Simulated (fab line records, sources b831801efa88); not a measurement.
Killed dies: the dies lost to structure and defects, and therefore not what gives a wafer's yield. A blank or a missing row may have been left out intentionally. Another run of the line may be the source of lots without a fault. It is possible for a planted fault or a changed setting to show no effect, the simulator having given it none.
Which tool is to blame? -- flow sky130 -- 36 wafers from 12 lots sampled at 5 of the route's 708 steps

## WHAT EACH GAUGE READ, for each wafer
SKY_PWDE_TW_MEAS_10. Usual: PWDE_TW 379, standard deviation 3.3.
lot,measured,on,PWDE_TW,flag
L331,day 3 19:01,film metro-03,380 379 377,
L333,day 4 11:06,film metro-01,378 379 379,
L334,day 4 15:21,film metro-03,380 380 381,
L337,day 5 07:01,film metro-04,375 374 373,
L340,day 6 01:22,film metro-01,378 378 378,
L341,day 6 05:52,film metro-03,380 380 379,
L343,day 6 15:42,film metro-01,379 378 381,
L347,day 7 21:52,film metro-01,377 377 377,
L349,day 8 03:44,film metro-03,382 382 383,
L350,day 8 07:43,film metro-03,381 381 381,
L354,day 9 18:46,film metro-03,382 381 380,
L353,day 9 19:03,film metro-03,381 385 382,

SKY_SONOS_TUNNEL_OVL_MEAS_08. Usual: SONOS_TUNNEL_OVL -0.5 nm, standard deviation 1.5.
lot,measured,on,SONOS_TUNNEL_OVL (nm),flag
L331,day 11 03:14,overlay-02,0.4 0.4 0.8,
L333,day 11 23:32,overlay-02,1.7 -1.1 1.6,
L334,day 12 07:13,overlay-01,-2.1 -0.4 -1.4,
L337,day 13 07:41,overlay-02,0.2 -0.4 1.2,
L340,day 14 06:06,overlay-02,-1.9 -1.0 0.0,
L341,day 14 16:30,overlay-01,1.0 0.1 1.3,
L343,day 15 05:59,overlay-01,-0.6 -0.9 -1.3,
L347,day 17 02:02,overlay-02,0.0 -0.5 -1.0,
L349,day 17 12:14,overlay-01,-1.0 -2.1 -2.2,
L350,day 17 15:20,overlay-01,-1.5 -1.9 -1.9,
L354,day 19 19:54,overlay-02,1.8 2.1 2.1,
L353,day 19 21:38,overlay-01,-1.9 0.6 -4.2,

## WHICH TOOL RAN EACH LOT (tool, then ch and the chambers of the sampled wafers, then the start)
lot,SKY_PWDE_STRIP_09,SKY_VT_ADJUST_HVTR_COAT_02,SKY_VT_ADJUST_HVTR_STRIP_10
L331,"plasma asher-01 ch 0,1, day 3 18:54","litho track-03 ch 0, day 8 19:28","plasma asher-03 ch 0,1, day 9 06:25"
L333,"plasma asher-04 ch 0,1, day 4 11:00","litho track-02 ch 0, day 9 14:10","plasma asher-01 ch 0,1, day 10 00:56"
L334,"plasma asher-03 ch 0,1, day 4 15:15","litho track-01 ch 0, day 9 20:30","plasma asher-02 ch 0,1, day 10 07:49"
L337,"plasma asher-04 ch 0,1, day 5 06:55","litho track-02 ch 0, day 10 18:13","plasma asher-02 ch 0,1, day 11 06:17"
L340,"plasma asher-01 ch 0,1, day 6 01:16","litho track-02 ch 0, day 11 14:58","plasma asher-02 ch 0,1, day 12 03:37"
L341,"plasma asher-03 ch 1, day 6 05:46","litho track-02 ch 0, day 12 01:16","plasma asher-03 ch 0,1, day 12 14:13"
L343,"plasma asher-01 ch 0,1, day 6 15:36","litho track-02 ch 0, day 12 13:01","plasma asher-03 ch 0,1, day 13 01:35"
L347,"plasma asher-01 ch 0,1, day 7 21:45","litho track-01 ch 0, day 14 04:45","plasma asher-01 ch 0,1, day 14 19:11"
L349,"plasma asher-03 ch 0,1, day 8 03:37","litho track-03 ch 0, day 14 12:37","plasma asher-01 ch 0,1, day 15 02:58"
L350,"plasma asher-04 ch 1, day 8 07:36","litho track-02 ch 0, day 14 17:08","plasma asher-03 ch 1, day 15 06:46"
L354,"plasma asher-04 ch 0,1, day 9 18:40","litho track-03 ch 0, day 16 16:32","plasma asher-01 ch 0,1, day 17 07:20"
L353,"plasma asher-01 ch 0,1, day 9 18:57","litho track-03 ch 0, day 16 17:08","plasma asher-02 ch 0,1, day 17 08:19"
- SKY_PWDE_STRIP_09: strips in O2/N2.
- SKY_VT_ADJUST_HVTR_COAT_02: resist thk 1140 nm.
- SKY_VT_ADJUST_HVTR_STRIP_10: strips in O2/N2.

## AS READ BY THE TOOLS THEMSELVES (means over the sampled wafers that have a number; for cases with no such wafer, the mark the record gives instead)
SKY_PWDE_STRIP_09. Usual: drypump motor current A 5.8 A, standard deviation 0.47; n2 flow sccm 300.0 sccm, standard deviation 0.85; o2 flow sccm 3001 sccm, standard deviation 10; oes product au 0.723 a.u., standard deviation 0.0047; strip time to endpoint s 36.90 s, standard deviation 0.1.
lot,tool,drypump motor current A (A),n2 flow sccm (sccm),o2 flow sccm (sccm),oes product au (a.u.),strip time to endpoint s (s),flag
L331,plasma asher-01,5.8,300.0,2998,0.720,36.83,
L333,plasma asher-04,5.4,299.5,3009,0.723,37.01,
L334,plasma asher-03,6.1,299.9,3008,0.724,36.87,
L337,plasma asher-04,5.4,299.7,3000,0.725,36.87,
L340,plasma asher-01,6.1,298.8,3014,0.721,36.93,
L341,plasma asher-03,6.4,299.2,2999,0.720,36.91,
L343,plasma asher-01,5.8,300.8,3004,0.720,36.76,
L347,plasma asher-01,6.1,299.7,3001,0.725,36.77,
L349,plasma asher-03,5.8,299.8,2997,0.726,37.02,
L350,plasma asher-04,5.6,300.1,2993,0.725,36.91,
L354,plasma asher-04,5.3,300.2,3008,0.722,36.95,
L353,plasma asher-01,6.1,299.7,3002,0.729,36.97,

SKY_VT_ADJUST_HVTR_COAT_02. Usual: spin speed rpm 3000.0 rpm, standard deviation 2.5.
lot,tool,spin speed rpm (rpm),flag
L331,litho track-03,3001.6,
L333,litho track-02,2997.7,
L334,litho track-01,2999.1,
L337,litho track-02,3000.4,
L340,litho track-02,3113.8,OFF
L341,litho track-02,3118.9,OFF
L343,litho track-02,3119.5,OFF
L347,litho track-01,3000.2,
L349,litho track-03,3000.6,
L350,litho track-02,2999.4,
L354,litho track-03,2999.1,
L353,litho track-03,2999.6,

SKY_VT_ADJUST_HVTR_STRIP_10. Usual: drypump motor current A 6.0 A, standard deviation 0.35; n2 flow sccm 300.0 sccm, standard deviation 0.81; o2 flow sccm 2998 sccm, standard deviation 7.9; oes product au 0.716 a.u., standard deviation 0.0042; strip time to endpoint s 14.16 s, standard deviation 0.05.
lot,tool,drypump motor current A (A),n2 flow sccm (sccm),o2 flow sccm (sccm),oes product au (a.u.),strip time to endpoint s (s),flag
L331,plasma asher-03,5.8,300.7,2997,0.718,14.13,
L333,plasma asher-01,5.8,298.7,2996,0.711,14.15,
L334,plasma asher-02,6.1,301.0,3002,0.713,14.23,
L337,plasma asher-02,6.1,298.7,3000,0.719,14.21,
L340,plasma asher-02,6.2,300.7,3000,0.714,13.92,OFF
L341,plasma asher-03,5.7,298.9,2994,0.712,13.88,OFF
L343,plasma asher-03,5.7,300.3,2998,0.711,13.86,OFF
L347,plasma asher-01,6.1,300.4,3005,0.714,14.10,
L349,plasma asher-01,5.8,299.7,3000,0.720,14.20,
L350,plasma asher-03,6.4,299.3,2995,0.713,14.24,
L354,plasma asher-01,5.8,300.8,3001,0.714,14.23,
L353,plasma asher-02,6.1,299.3,2997,0.719,14.20,

## THE ANSWER, worked out from the rows above alone
Rule: a lot counts as off when the mean over its wafers that have a number is more than 3 standard deviations away from the usual mean. A lot without any number at a reading at which 4 lots or more have one is off too. Where the step has rows for the other lots, those lots are counted as sound. After the gauges, taken in route order, come the tools' own readings; for these a lot's mean is taken, as printed above. The first step at which some lot is off is used, and at that step the reading that is off furthest; a lot without a number counts as furthest.
Off at SKY_VT_ADJUST_HVTR_COAT_02 (spin speed rpm): L340, L341, L343.
If a tool, at that step or one of the process steps before it, ran each lot that is off and ran no sound lot following the first of them, it fits. None of those tried fits.

## WHAT THE SIMULATOR HAD PUT IN
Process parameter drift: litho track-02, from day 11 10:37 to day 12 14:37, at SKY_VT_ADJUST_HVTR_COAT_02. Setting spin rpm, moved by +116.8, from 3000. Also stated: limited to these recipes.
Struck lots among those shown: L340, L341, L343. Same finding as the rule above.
